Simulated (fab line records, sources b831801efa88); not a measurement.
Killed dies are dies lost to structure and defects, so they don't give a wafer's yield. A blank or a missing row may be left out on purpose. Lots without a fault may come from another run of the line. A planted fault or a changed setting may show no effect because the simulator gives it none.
Which tool did it? | flow gf180mcu | 12 lots, 36 wafers sampled, at 5 steps of a route of 602

WHAT THE GAUGES READ, wafer by wafer
GF_STI_THK_MEAS_02.
lot  | measured    | on            | STI_OXIDATION_THK (nm)
L517 | day 1 16:31 | film_metro-03 | 10.00 10.04 9.95
L518 | day 1 21:31 | film_metro-04 | 9.85 9.75 9.73
L519 | day 2 02:31 | film_metro-02 | 9.47 9.55 9.31
L523 | day 3 00:34 | film_metro-04 | 9.68 9.66 9.51
L524 | day 3 03:31 | film_metro-02 | 10.11 10.15 10.24
L532 | day 4 19:31 | film_metro-04 | 10.39 10.23 10.32
L533 | day 5 00:53 | film_metro-03 | 10.20 10.37 10.20
L535 | day 5 10:32 | film_metro-02 | 9.96 10.05 10.15
L536 | day 5 16:48 | film_metro-02 | 10.00 10.01 9.93
L537 | day 5 20:31 | film_metro-03 | 10.04 10.03 10.04
L538 | day 6 01:31 | film_metro-02 | 9.83 9.87 9.93
L539 | day 6 07:09 | film_metro-04 | 10.23 10.05 10.00

GF_CONTACT_THK_MEAS_03.
lot  | measured     | on            | CONTACT_CVD_02_THK (nm)
L517 | day 15 13:23 | film_metro-04 | 863 847 853
L518 | day 15 23:40 | film_metro-04 | 842 868 860
L519 | day 16 05:59 | film_metro-01 | 857 871 876
L523 | day 17 21:19 | film_metro-04 | 864 873 871
L524 | day 18 02:39 | film_metro-01 | 854 842 861
L532 | day 20 21:15 | film_metro-04 | 851 838 851
L533 | day 21 08:59 | film_metro-01 | 845 855 868
L535 | day 22 00:22 | film_metro-01 | 855 874 858
L536 | day 22 10:38 | film_metro-04 | 850 866 860
L537 | day 22 17:58 | film_metro-03 | 850 851 858
L538 | day 23 00:37 | film_metro-04 | 852 862 859
L539 | day 23 05:07 | film_metro-04 | 840 841 855

WHICH TOOL RAN EACH LOT (tool, then ch and the chambers of the sampled wafers, then the start)
lot  | GF_STI_ETCH_13                    | GF_STI_STRIP_15                     | GF_CONTACT_CVD_02
L517 | rie_diel-03 ch 0,1,2, day 2 07:04 | plasma_asher-03 ch 0,1, day 2 07:13 | pecvd-04 ch 0,1,2, day 15 13:19
L518 | rie_diel-02 ch 0,3, day 2 11:49   | plasma_asher-01 ch 0,1, day 2 11:58 | pecvd-02 ch 0,1,2, day 15 23:35
L519 | rie_diel-02 ch 2,3, day 2 16:46   | plasma_asher-04 ch 0,1, day 2 16:55 | pecvd-02 ch 0,1,2, day 16 05:55
L523 | rie_diel-02 ch 0,1,2, day 3 15:31 | plasma_asher-04 ch 0,1, day 3 15:42 | pecvd-02 ch 0,1, day 17 21:13
L524 | rie_diel-02 ch 0,1,3, day 3 18:13 | plasma_asher-03 ch 0,1, day 3 18:22 | pecvd-02 ch 0,1,2, day 18 02:35
L532 | rie_diel-01 ch 0,1,3, day 5 11:13 | plasma_asher-04 ch 0,1, day 5 11:22 | pecvd-04 ch 0,1, day 20 21:11
L533 | rie_diel-01 ch 0,2,3, day 5 17:16 | plasma_asher-04 ch 0,1, day 5 17:25 | pecvd-03 ch 1,2, day 21 08:55
L535 | rie_diel-01 ch 2,3, day 6 03:10   | plasma_asher-04 ch 0,1, day 6 03:21 | pecvd-02 ch 0,1,2, day 22 00:17
L536 | rie_diel-03 ch 0,2, day 6 09:25   | plasma_asher-01 ch 0,1, day 6 09:34 | pecvd-04 ch 0,2, day 22 10:34
L537 | rie_diel-01 ch 0,2,3, day 6 14:37 | plasma_asher-01 ch 0,1, day 6 14:46 | pecvd-03 ch 0,1, day 22 17:53
L538 | rie_diel-02 ch 0,1, day 6 18:34   | plasma_asher-04 ch 0,1, day 6 18:43 | pecvd-02 ch 0,2, day 23 00:32
L539 | rie_diel-03 ch 0,2,3, day 7 00:04 | plasma_asher-03 ch 0,1, day 7 00:13 | pecvd-04 ch 1,2, day 23 05:03
- GF_STI_ETCH_13: etches the open film in CHF3/O2, stops on Si, target depth 282.31 nm, time 112.9 s.
- GF_STI_STRIP_15: strips in O2/N2.
- GF_CONTACT_CVD_02: deposits SiO2 from TEOS, target thk 860 nm, time 95.992 s.

WHAT THE TOOLS THEMSELVES READ (means of the sampled wafers that have a number; where no wafer has one, the mark that the record gives instead)
GF_STI_ETCH_13.
lot  | tool        | drypump_motor_current_A (A) | oes_product_au (a.u.) | throttle_valve_pct (%)
L517 | rie_diel-03 | 5.9                         | 0.837                 | 8.814
L518 | rie_diel-02 | 5.1                         | 0.825                 | 8.808
L519 | rie_diel-02 | 5.0                         | 0.831                 | 8.814
L523 | rie_diel-02 | 5.6                         | 0.670                 | 8.761
L524 | rie_diel-02 | 5.5                         | 0.676                 | 8.764
L532 | rie_diel-01 | 5.1                         | 0.833                 | 8.811
L533 | rie_diel-01 | 5.4                         | 0.826                 | 8.806
L535 | rie_diel-01 | 5.1                         | 0.836                 | 8.809
L536 | rie_diel-03 | 6.2                         | 0.838                 | 8.808
L537 | rie_diel-01 | 5.4                         | 0.837                 | 8.808
L538 | rie_diel-02 | 5.8                         | 0.838                 | 8.809
L539 | rie_diel-03 | 6.1                         | 0.829                 | 8.804

GF_STI_STRIP_15.
lot  | tool            | drypump_motor_current_A (A) | heater_power_w (W) | n2_flow_sccm (sccm) | oes_product_au (a.u.) | strip_time_to_endpoint_s (s)
L517 | plasma_asher-03 | 5.3                         | 328                | 300.0               | 0.378                 | 3.73
L518 | plasma_asher-01 | 6.3                         | 330                | 300.0               | 0.380                 | 3.72
L519 | plasma_asher-04 | 5.9                         | 328                | 299.7               | 0.395                 | 3.79
L523 | plasma_asher-04 | 5.9                         | 323                | 300.4               | 0.324                 | 2.37
L524 | plasma_asher-03 | 5.2                         | 318                | 300.1               | 0.322                 | 2.31
L532 | plasma_asher-04 | 5.8                         | 329                | 300.2               | 0.381                 | 3.70
L533 | plasma_asher-04 | 5.8                         | 330                | 300.1               | 0.385                 | 3.73
L535 | plasma_asher-04 | 5.8                         | 329                | 300.8               | 0.389                 | 3.77
L536 | plasma_asher-01 | 5.8                         | 324                | 299.3               | 0.384                 | 3.76
L537 | plasma_asher-01 | 6.2                         | 323                | 299.8               | 0.386                 | 3.75
L538 | plasma_asher-04 | 5.8                         | 332                | 300.0               | 0.385                 | 3.75
L539 | plasma_asher-03 | 5.2                         | 318                | 300.4               | 0.389                 | 3.76

GF_CONTACT_CVD_02.
lot  | tool     | heater_power_w (W)
L517 | pecvd-04 | 597
L518 | pecvd-02 | 599
L519 | pecvd-02 | 573
L523 | pecvd-02 | 613
L524 | pecvd-02 | 591
L532 | pecvd-04 | 577
L533 | pecvd-03 | 645
L535 | pecvd-02 | 644
L536 | pecvd-04 | 592
L537 | pecvd-03 | 655
L538 | pecvd-02 | 680
L539 | pecvd-04 | 613

THE ANSWER, worked out from the rows above alone
Rule: what is usual is taken from the lots themselves. Put in order of their means at a reading, lots are off if they are a third of the lots or fewer, leave a main group of 4 or more, and stand apart from it by a gap of 3 or more times the standard deviation of the main group's means; of several such gaps the widest counts. A main group whose means are all the same, to the digits that the tables above print for the reading, isn't used. A lot without any number at a reading at which 4 lots or more have one is off too. The other lots that the step has rows for count as sound. The gauges are gone through in route order, then the tools' own readings, and for those a lot's mean is taken as printed above. The first step at which some lot is off is used, and at that step the reading that is off furthest; a lot without a number counts as furthest.
Off: L523, L524, at GF_STI_ETCH_13 (oes_product_au). The main group: mean 0.833 a.u., standard deviation 0.0047.
A tool fits if, at that step or a process step before it, it ran every lot that is off, and no sound lot after the first of them. None of those tried fits.

WHAT THE SIMULATOR HAD PUT IN
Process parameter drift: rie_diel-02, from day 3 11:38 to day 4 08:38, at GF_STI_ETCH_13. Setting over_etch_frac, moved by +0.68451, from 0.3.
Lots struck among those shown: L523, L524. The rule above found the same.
